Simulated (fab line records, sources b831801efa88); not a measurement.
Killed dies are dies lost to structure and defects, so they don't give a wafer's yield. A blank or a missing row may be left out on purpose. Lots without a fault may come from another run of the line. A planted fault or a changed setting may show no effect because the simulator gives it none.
A struck lot beside a sound one | flow sky130 | 16 steps out of a route of 708
Sound: wafers L115.1, L115.3, L115.5. Struck: wafers L120.1, L120.3, L120.5. The cause comes at the end.
At each step with rows: each side's tool, then ch and its chambers, then its first start. Under that, the readings that differ: sound wafers | struck wafers | difference of the means | sigmas: that difference in standard deviations of wafers without a fault.
alike: readings whose means differ by less than 2 such deviations, and words and numbers that are the same on both sides. not compared: withheld readings, readings that some wafer has no value for, bounds like >300 that may hide the same value, and numbers for which the record gives no deviation and whose values overlap.
The two part at a step that has a row with sigmas, a row that says differs or no value, or rows on one side only. Numbers that don't overlap but have no deviation are shown without sigmas and don't part them. A reading that every wafer of one side lacks parts them only if that side has two wafers or more.

first, 5 steps without rows for these wafers: SKY_SD_N_COAT_02 (resist thk 1140 nm); SKY_SD_N_SOFTBAKE_03 (time 60 s); SKY_SD_N_EXPOSE_04 (exposes mask NSDM, target cd 380 nm); SKY_SD_N_PEB_05; SKY_SD_N_DEVELOP_06 (develop time 60 s).
SKY_SD_N_CD_MEAS_07: target cd 380 nm.
  sound on cd_sem-02, day 30 15:50; struck on cd_sem-02, day 30 22:22
  alike: cd_nm
SKY_SD_N_OVL_MEAS_08:
  sound on overlay-02, day 30 15:58; struck on overlay-02, day 30 22:29
  alike: SD_N_OVL
then, 2 steps without rows for these wafers: SKY_SD_N_IMPLANT_09; SKY_SD_N_IMPLANT_10.
SKY_SD_N_STRIP_11: strips in O2/N2.
  sound on plasma_asher-03 ch 0,1, day 30 16:18; struck on plasma_asher-03 ch 1, day 30 22:49
  alike: drypump_motor_current_A, oes_product_au, strip_time_to_endpoint_s
  not compared: rf_hours_counter_h
SKY_SD_N_TW_MEAS_12:
  sound on film_metro-04, day 30 16:24; struck on film_metro-04, day 30 22:55
  alike: SD_N_TW
then, 1 step without rows for these wafers: SKY_SD_N_CLEAN_13 (cleans in SC1/SC2, time 150 s).
SKY_SD_N_RTA_14: time 2 s.
  sound on rtp_anneal-02 ch 0, day 30 16:31; struck on rtp_anneal-02 ch 0, day 30 23:02
  reading            | sound             | struck            | difference | sigmas
  lamp_power_pct (%) | 15.70 15.67 15.70 | 14.81 14.77 14.72 | -0.92      | -16
  alike: wafer_temp_C_max
SKY_SD_N_RS_MEAS_16: measures by four-point-probe.
  sound on film_metro-02, day 30 16:41; struck on film_metro-04, day 30 23:34
  reading          | sound             | struck            | difference | sigmas
  SD_N_RS (ohm/sq) | 68.53 68.41 68.49 | 73.11 73.05 73.11 | +4.61      | +42
  not compared: hold
SKY_SD_N_RS_MEAS_17: measures by four-point-probe.
  sound on film_metro-02, day 30 16:48; struck on film_metro-04, day 31 05:43
  reading          | sound             | struck            | difference | sigmas
  SD_P_RS (ohm/sq) | 146.8 147.7 146.9 | 174.2 174.4 174.3 | +27.2      | +71
  not compared: hold
then, 1 step without rows for these wafers: SKY_PAD_OPEN_PROBE_99.

WHERE THEY PART
First at SKY_SD_N_RTA_14; last, within this record, at SKY_SD_N_RS_MEAS_17.

WHY: what the simulator had put in
Process parameter drift: rtp_anneal-02, from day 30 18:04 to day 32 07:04, at SKY_SD_N_RTA_14. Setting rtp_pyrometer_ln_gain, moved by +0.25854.
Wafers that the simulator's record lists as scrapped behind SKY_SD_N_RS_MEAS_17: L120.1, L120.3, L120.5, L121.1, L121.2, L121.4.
